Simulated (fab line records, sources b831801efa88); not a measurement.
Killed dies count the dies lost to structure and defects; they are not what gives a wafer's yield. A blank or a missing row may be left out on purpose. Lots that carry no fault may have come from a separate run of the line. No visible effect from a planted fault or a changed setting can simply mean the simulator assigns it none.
What tool caused it? || flow sky130 || Sampling: 13 lots, 36 wafers, 3 of 708 route steps

== WHAT THE GAUGES SHOWED, per wafer ==
SKY_FIELD_ISO_BOW_MEAS_00.
{"lot": "L118", "measured": "day 1 10:00", "on": "film metro-03", "INCOMING_BOW (um)": "11 5 1"}
{"lot": "L119", "measured": "day 1 15:01", "on": "film metro-01", "INCOMING_BOW (um)": "-7 -12 -3"}
{"lot": "L120", "measured": "day 1 20:00", "on": "film metro-01", "INCOMING_BOW (um)": "-11 -3 -11"}
{"lot": "L121", "measured": "day 2 01:04", "on": "film metro-01", "INCOMING_BOW (um)": "3 -2 7"}
{"lot": "L122", "measured": "day 2 06:00", "on": "film metro-01", "INCOMING_BOW (um)": "-10 1 -4"}
{"lot": "L123", "measured": "day 2 11:00", "on": "film metro-03", "INCOMING_BOW (um)": "13 7 3"}
{"lot": "L124", "measured": "day 2 16:00", "on": "film metro-03", "INCOMING_BOW (um)": "-7 10 2"}
{"lot": "L126", "measured": "day 3 02:00", "on": "film metro-03", "INCOMING_BOW (um)": "18 0 1"}
{"lot": "L132", "measured": "day 4 08:01", "on": "film metro-04", "INCOMING_BOW (um)": "-1 3"}
{"lot": "L134", "measured": "day 4 18:04", "on": "film metro-04", "INCOMING_BOW (um)": "-4 0"}
{"lot": "L135", "measured": "day 4 23:01", "on": "film metro-01", "INCOMING_BOW (um)": "12 -1"}
{"lot": "L138", "measured": "day 5 14:00", "on": "film metro-03", "INCOMING_BOW (um)": "-7 1 -5"}
{"lot": "L141", "measured": "day 6 05:01", "on": "film metro-01", "INCOMING_BOW (um)": "-7 1 7"}

SKY_FIELD_ISO_CD_MEAS_13 targets a cd of 150 nm.
{"lot": "L118", "measured": "day 2 03:53", "on": "cd sem-01", "cd nm (nm)": "152.2 150.9 151.5"}
{"lot": "L119", "measured": "day 2 11:53", "on": "cd sem-01", "cd nm (nm)": "152.0 153.1 153.6"}
{"lot": "L120", "measured": "day 2 15:49", "on": "cd sem-01", "cd nm (nm)": "148.3 149.2 148.8"}
{"lot": "L121", "measured": "day 2 20:53", "on": "cd sem-02", "cd nm (nm)": "151.5 151.3 150.2"}
{"lot": "L122", "measured": "day 3 05:04", "on": "cd sem-02", "cd nm (nm)": "149.9 149.6 150.1"}
{"lot": "L123", "measured": "day 3 07:46", "on": "cd sem-02", "cd nm (nm)": "151.1 149.8 151.0"}
{"lot": "L124", "measured": "day 3 11:58", "on": "cd sem-02", "cd nm (nm)": "150.4 150.9 152.1"}
{"lot": "L126", "measured": "day 3 21:40", "on": "cd sem-02", "cd nm (nm)": "147.0 147.8 147.9"}
{"lot": "L132", "measured": "day 5 06:20", "on": "cd sem-02", "cd nm (nm)": "149.4 131.1"}
{"lot": "L134", "measured": "day 5 15:59", "on": "cd sem-02", "cd nm (nm)": "133.1 133.5"}
{"lot": "L135", "measured": "day 5 20:38", "on": "cd sem-01", "cd nm (nm)": "149.6 132.0"}
{"lot": "L138", "measured": "day 6 14:04", "on": "cd sem-02", "cd nm (nm)": "150.9 150.1 151.2"}
{"lot": "L141", "measured": "day 7 04:20", "on": "cd sem-02", "cd nm (nm)": "152.3 150.9 152.9"}

== WHICH TOOL RAN EACH LOT (tool, then ch and the chambers of the sampled wafers, then the start) ==
{"lot": "L118", "SKY_FIELD_ISO_EXPOSE_10": "krf scanner-01 ch 0, day 1 20:29"}
{"lot": "L119", "SKY_FIELD_ISO_EXPOSE_10": "krf scanner-01 ch 0, day 2 04:56"}
{"lot": "L120", "SKY_FIELD_ISO_EXPOSE_10": "krf scanner-02 ch 0, day 2 08:57"}
{"lot": "L121", "SKY_FIELD_ISO_EXPOSE_10": "krf scanner-02 ch 0, day 2 13:01"}
{"lot": "L122", "SKY_FIELD_ISO_EXPOSE_10": "krf scanner-01 ch 0, day 2 21:26"}
{"lot": "L123", "SKY_FIELD_ISO_EXPOSE_10": "krf scanner-01 ch 0, day 2 23:55"}
{"lot": "L124", "SKY_FIELD_ISO_EXPOSE_10": "krf scanner-02 ch 0, day 3 03:54"}
{"lot": "L126", "SKY_FIELD_ISO_EXPOSE_10": "krf scanner-02 ch 0, day 3 13:58"}
{"lot": "L132", "SKY_FIELD_ISO_EXPOSE_10": "krf scanner-02 ch 0, day 4 21:55"}
{"lot": "L134", "SKY_FIELD_ISO_EXPOSE_10": "krf scanner-02 ch 0, day 5 07:16"}
{"lot": "L135", "SKY_FIELD_ISO_EXPOSE_10": "krf scanner-02 ch 0, day 5 11:17"}
{"lot": "L138", "SKY_FIELD_ISO_EXPOSE_10": "krf scanner-01 ch 0, day 6 04:39"}
{"lot": "L141", "SKY_FIELD_ISO_EXPOSE_10": "krf scanner-01 ch 0, day 6 19:16"}
- SKY_FIELD_ISO_EXPOSE_10: exposes mask FOM, target cd 150 nm.

== AS READ BY THE TOOLS THEMSELVES (means over the sampled wafers that have a number; for cases with no such wafer, the mark the record gives instead) ==
The record holds no such reading with a usual standard deviation.

== THE ANSWER, worked out from the rows above alone ==
Rule: the lots themselves supply what counts as usual. The widest of any qualifying gaps counts: lots, ordered by their means at a reading, are off when they make up no more than a third of the lots, leave a main group of 4 or more, and stand apart from it by 3 or more times the standard deviation of that group's means. Not used: any main group whose means are identical at the precision the tables above print for the reading. A lot without any number at a reading at which 4 lots or more have one is off too. Any other lot the step has rows for is counted as sound. The gauges are gone through in route order, then the tools' own readings, and for those a lot's mean is taken as printed above. At the first step where some lot is off, the reading lying furthest off is the one used; lots without a number count as furthest.
Off at SKY_FIELD_ISO_CD_MEAS_13 (cd nm): L132, L134, L135. The main group: mean 150.6 nm, standard deviation 1.5.
A tool fits if, at a process step before that reading, it ran every lot that is off, and no sound lot after the first of them. Gauges at SKY_FIELD_ISO_CD_MEAS_13: tried the same way as those tools. One candidate fits, namely krf scanner-02 at SKY_FIELD_ISO_EXPOSE_10. A fault onset in the window from L126 (day 3 13:58, its last sound lot) to L132 (day 4 21:55, its first lot off) fits.

== WHAT THE SIMULATOR PUT IN ==
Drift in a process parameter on krf scanner-02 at SKY_FIELD_ISO_EXPOSE_10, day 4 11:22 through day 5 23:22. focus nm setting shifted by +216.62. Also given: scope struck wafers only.
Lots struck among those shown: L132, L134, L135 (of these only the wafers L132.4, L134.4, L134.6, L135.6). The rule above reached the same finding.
